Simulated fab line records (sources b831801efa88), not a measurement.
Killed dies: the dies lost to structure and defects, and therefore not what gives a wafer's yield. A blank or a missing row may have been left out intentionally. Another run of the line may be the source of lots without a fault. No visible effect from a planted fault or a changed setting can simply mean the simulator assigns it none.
A struck lot beside a sound one    flow sky130    15 steps out of a route of 708
Sound: wafers L448.1, L448.4, L448.5. The struck wafers were L451.1, L451.2, L451.4. The cause is given at the end.
Order at every step that has rows: each side's tool, ch and its chambers, its first start. Under that, the readings that differ: sound wafers    struck wafers    difference of the means    sigmas: that difference in standard deviations of wafers without a fault.
alike: readings whose means differ by less than 2 such deviations, and words and numbers that are the same on both sides. not compared: withheld readings, readings that some wafer has no value for, bounds like >300 that may hide the same value, and numbers for which the record gives no deviation and whose values overlap.
A row with sigmas, a row that says differs or no value, or rows on one side alone: a step with any of these is where the two part. Numbers that don't overlap but have no deviation are shown without sigmas and don't part them. Lack of a reading on every wafer of one side parts them only where that side has two or more wafers.

first, 2 steps without rows for these wafers: SKY_CONTACT_ETCH_16 (etches BARC in N2/H2, stops on SiO2, time 45.9 s, target depth 60 nm); SKY_CONTACT_ETCH_17 (etches SiO2 in C4F8/O2/Ar, stops on Si3N4, target depth 340 nm).
SKY_CONTACT_ETCH_18: etches Si3N4 in CHF3/O2, stops on TiN, time 39 s, target depth 75 nm.
  sound: rie_diel-02 ch 1,2; struck: rie_diel-03 ch 1,2,3
  alike: drypump_motor_current_A, oes_product_au, throttle_valve_pct
  not compared: rf_hours_counter_h
SKY_CONTACT_STRIP_19: strips in O2/N2.
  sound on plasma_asher-03 ch 0,1, day 34 00:04; struck on plasma_asher-03 ch 0,1, day 35 18:50
  alike: drypump_motor_current_A, oes_product_au, strip_time_to_endpoint_s
  not compared: rf_hours_counter_h
then, 3 steps without rows for these wafers: SKY_CONTACT_STRIP_20 (strips in post etch residue remover, time 1200 s); SKY_CONTACT_CLEAN_21 (cleans in IPA, time 180 s); SKY_CONTACT_CLEAN_22 (cleans in O3/DIW).
SKY_CONTACT_SPUTTER_23: material TiN, target thk 20 nm, time 80 s.
  sound: pvd_sputter-04 at day 34 00:39; struck: pvd_sputter-04 at day 35 19:26
  alike: throttle_valve_pct
then, 1 step without rows for these wafers: SKY_CONTACT_CVD_24 (deposits W, target thk 340 nm, time 102.12 s).
SKY_CONTACT_RS_MEAS_25: uses a four-point probe to measure.
  sound: film_metro-04 at day 34 00:50; struck: film_metro-04 at day 35 19:36
  alike: CONTACT_W_RS
SKY_CONTACT_THK_MEAS_26: measures by xrf.
  sound: film_metro-04 at day 34 00:57; struck: film_metro-04 at day 35 19:43
  alike: CONTACT_W_THK
SKY_CONTACT_CMP_27: polishes, stops on SiO2, t overpolish 15 s, target thk 0 nm.
  sound on cmp-01 ch 0,1,2, day 34 01:01; struck on cmp-01 ch 0,1,2, day 35 19:47
  alike: motor_current_A, overpolish_run_s, time_to_endpoint_s
SKY_METAL1_SPUTTER_00: material Ti, target thk 15 nm, time 10 s.
  sound: pvd_sputter-01 at day 34 01:19; struck: pvd_sputter-03 at day 35 20:05
reading                                    sound              struck             difference  sigmas
model.Ti_of_METAL1_SPUTTER_00.thk_nm (nm)  15.05 14.84 14.86  10.17 9.843 9.802  -4.98       
  alike: throttle_valve_pct
SKY_METAL1_SPUTTER_01: material TiN, target thk 20 nm, time 16.7 s.
  sound: pvd_sputter-01 at day 34 01:20; struck: pvd_sputter-03 at day 35 20:07
  alike: throttle_valve_pct
-- the record jumps here: 13 days lie between the struck wafers' starts before and after (it left off in module METAL1 and takes up again in module PAD_OPEN, whose first step shown is number 708 of the route) --
SKY_PAD_OPEN_PROBE_99:
  only the struck wafers here have rows in the record (prober-01, day 48 18:41); the sound ones have none

WHERE THEY PART
Only at SKY_PAD_OPEN_PROBE_99, as far as this record shows.

WHY: what had been put in by the simulator
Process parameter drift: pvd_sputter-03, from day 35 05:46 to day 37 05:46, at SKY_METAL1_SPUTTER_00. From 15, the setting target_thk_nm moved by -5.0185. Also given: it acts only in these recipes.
